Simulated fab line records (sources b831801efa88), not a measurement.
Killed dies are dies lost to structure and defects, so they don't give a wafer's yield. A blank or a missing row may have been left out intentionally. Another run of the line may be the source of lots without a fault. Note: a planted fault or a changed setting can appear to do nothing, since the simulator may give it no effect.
Which of the tools did it? -- flow sky130 -- 21 wafers from 7 lots sampled at 2 of the route's 708 steps

== WHAT THE GAUGES SHOWED, per wafer ==
SKY_VIA1_CD_MEAS_12 targets a cd of 150 nm.
lot,measured,on,cd_nm (nm)
L173,day 34 10:32,cd_sem-02,154.1 151.9 151.8
L175,day 35 01:22,cd_sem-01,152.0 150.8 150.8
L177,day 36 07:17,cd_sem-02,151.0 153.5 150.3
L179,day 36 09:55,cd_sem-02,152.3 151.6 150.5
L185,day 38 08:26,cd_sem-02,149.8 151.9 150.0
L191,day 39 22:12,cd_sem-01,150.2 148.9 148.7
L194,day 42 15:59,cd_sem-01,154.1 153.2 153.7

== WHAT TOOL EACH LOT RAN ON (gives the tool, then ch and the chambers of the sampled wafers, and finally the start) ==
lot,SKY_METAL1_STRIP_20
L173,"plasma_asher-03 ch 0,1, day 33 06:46"
L175,"plasma_asher-04 ch 0,1, day 33 21:59"
L177,"plasma_asher-02 ch 0,1, day 35 04:41"
L179,"plasma_asher-02 ch 0,1, day 35 06:52"
L185,"plasma_asher-02 ch 0,1, day 37 04:46"
L191,"plasma_asher-04 ch 0,1, day 38 20:19"
L194,"plasma_asher-03 ch 0,1, day 41 15:46"
- SKY_METAL1_STRIP_20: strips in O2/N2.

== THE ANSWER, worked out from the rows above alone ==
Rule: the lots themselves supply what counts as usual. Put in order of their means at a reading, lots are off if they are a third of the lots or fewer, leave a main group of 4 or more, and stand apart from it by a gap of 3 or more times the standard deviation of the main group's means; of several such gaps the widest counts. The tables above print the reading to a certain number of digits; a main group whose means all agree to those digits is not used. Also off: a lot with no number at a reading for which 4 or more lots have one. Any other lot the step has rows for is counted as sound.
None of the lots is off at any reading shown; this tells nothing.

== WHAT WAS PUT IN BY THE SIMULATOR ==
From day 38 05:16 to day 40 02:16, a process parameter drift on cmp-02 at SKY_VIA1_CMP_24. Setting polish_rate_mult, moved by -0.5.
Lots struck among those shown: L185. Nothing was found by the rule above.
